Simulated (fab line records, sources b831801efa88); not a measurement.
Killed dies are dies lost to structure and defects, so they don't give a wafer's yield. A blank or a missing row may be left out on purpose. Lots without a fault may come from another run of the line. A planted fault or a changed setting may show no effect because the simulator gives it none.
A struck lot beside a sound one | flow sky130 | 17 steps out of a route of 708
Sound: wafers L830.3, L830.5, L830.6. Struck: wafers L842.1, L842.2, L842.6. The cause comes at the end.
At each step with rows: each side's tool, then ch and its chambers, then its first start. Under that, the readings that differ: sound wafers | struck wafers | difference of the means | sigmas: that difference in standard deviations of wafers without a fault.
alike: readings whose means differ by less than 2 such deviations, and words and numbers that are the same on both sides. not compared: withheld readings, readings that some wafer has no value for, bounds like >300 that may hide the same value, and numbers for which the record gives no deviation and whose values overlap.
The two part at a step that has a row with sigmas, a row that says differs or no value, or rows on one side only. Numbers that don't overlap but have no deviation are shown without sigmas and don't part them. A reading that every wafer of one side lacks parts them only if that side has two wafers or more.

SKY_VT_ADJUST_HVTR_OVL_MEAS_08:
  sound on overlay-01, day 12 11:44; struck on overlay-01, day 15 09:46
  alike: VT_ADJUST_HVTR_OVL
then, 1 step without rows for these wafers: SKY_VT_ADJUST_HVTR_IMPLANT_09.
SKY_VT_ADJUST_HVTR_STRIP_10: strips in O2/N2.
  sound on plasma_asher-02 ch 0,1, day 12 11:57; struck on plasma_asher-04 ch 0,1, day 15 09:57
  alike: drypump_motor_current_A, oes_product_au, strip_time_to_endpoint_s
  not compared: rf_hours_counter_h
SKY_VT_ADJUST_HVTR_TW_MEAS_11:
  sound on film_metro-03, day 12 12:02; struck on film_metro-02, day 15 10:03
  alike: VT_ADJUST_HVTR_TW
then, 7 steps without rows for these wafers: SKY_VT_ADJUST_PCH_DEHYDRATE_00 (time 60 s); SKY_VT_ADJUST_PCH_HMDS_01 (prime time 60 s); SKY_VT_ADJUST_PCH_COAT_02 (resist thk 3000 nm); SKY_VT_ADJUST_PCH_SOFTBAKE_03; SKY_VT_ADJUST_PCH_EXPOSE_04 (exposes mask NWM, target cd 840 nm); SKY_VT_ADJUST_PCH_PEB_05; SKY_VT_ADJUST_PCH_DEVELOP_06 (develop time 60 s).
SKY_VT_ADJUST_PCH_OVL_MEAS_07:
  sound on overlay-02, day 13 14:24; struck on overlay-02, day 16 13:56
  alike: VT_ADJUST_PCH_OVL
SKY_VT_ADJUST_PCH_IMPLANT_08:
  sound on implanter-03 ch 0, day 13 14:29; struck on implanter-03 ch 0, day 16 13:58
  reading            | sound                         | struck                    | difference | sigmas
  dose_ions_cm2      | 4.999e+11 5.008e+11 5.006e+11 | 1.997e+11 2.001e+11 2e+11 | -3.005e+11 | -99 or more
  faraday_current_uA | 2.85 2.87 2.86                | 1.16 1.12 1.12            | -1.73      | -36
SKY_VT_ADJUST_PCH_STRIP_09: strips in O2/N2.
  sound on plasma_asher-02 ch 0,1, day 13 14:37; struck on plasma_asher-01 ch 0,1, day 16 14:07
  alike: drypump_motor_current_A, oes_product_au, strip_time_to_endpoint_s
  not compared: rf_hours_counter_h
SKY_VT_ADJUST_PCH_TW_MEAS_10:
  sound on film_metro-02, day 13 14:42; struck on film_metro-01, day 16 14:13
  reading          | sound             | struck            | difference | sigmas
  VT_ADJUST_PCH_TW | 141.4 141.5 140.9 | 112.9 113.6 112.5 | -28.3      | -38
then, 1 step without rows for these wafers: SKY_SONOS_TUNNEL_DEHYDRATE_00 (time 60 s).
-- the record jumps here: 34 days lie between the struck wafers' starts before and after (it left off in module SONOS_TUNNEL and takes up again in module PAD_OPEN, whose first step shown is number 708 of the route) --
SKY_PAD_OPEN_PROBE_99:
  sound on prober-01, day 48 07:59; struck on prober-01, day 50 11:11
  reading                                   | sound                | struck               | difference | sigmas
  model.etest.pfet_g5v0d10v5.r_on_ohm_um    | 4675 4705 4720       | 4793 4785 4790       | +89        |
  model.etest.pfet_01v8_lvt.drive_ua_um     | 178.6 178.5 178.3    | 166.1 167.5 164.7    | -12.4      |
  model.etest.pfet_01v8_mvt.drive_ua_um     | 156.7 157.4 157.4    | 140.4 142.9 140.8    | -15.8      |
  model.etest.pfet_g5v0d10v5.off_log10_a_um | -12.93 -12.86 -12.87 | -13.49 -13.56 -13.35 | -0.58      |
  model.etest.pfet_01v8_lvt.off_log10_a_um  | -8.93 -8.711 -8.907  | -9.921 -9.884 -9.904 | -1.054     |
  alike: killed_at_M0_to_M3, killed_at_M4_up, killed_at_contacts, killed_at_front_end, killed_dies, killed_open, killed_short
  not compared: model.etest.nfet_16v.r_on_ohm_um, model.etest.pfet_g5v0d10v5.drive_ua_um, model.etest.pfet_16v.drive_ua_um

WHERE THEY PART
First at SKY_VT_ADJUST_PCH_IMPLANT_08; last, within this record, at SKY_VT_ADJUST_PCH_TW_MEAS_10. Later steps at which nothing parts them and some readings are alike: SKY_PAD_OPEN_PROBE_99.

WHY: what the simulator had put in
Process parameter drift: implanter-03, from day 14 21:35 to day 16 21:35, at SKY_VT_ADJUST_PCH_IMPLANT_08. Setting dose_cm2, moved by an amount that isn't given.
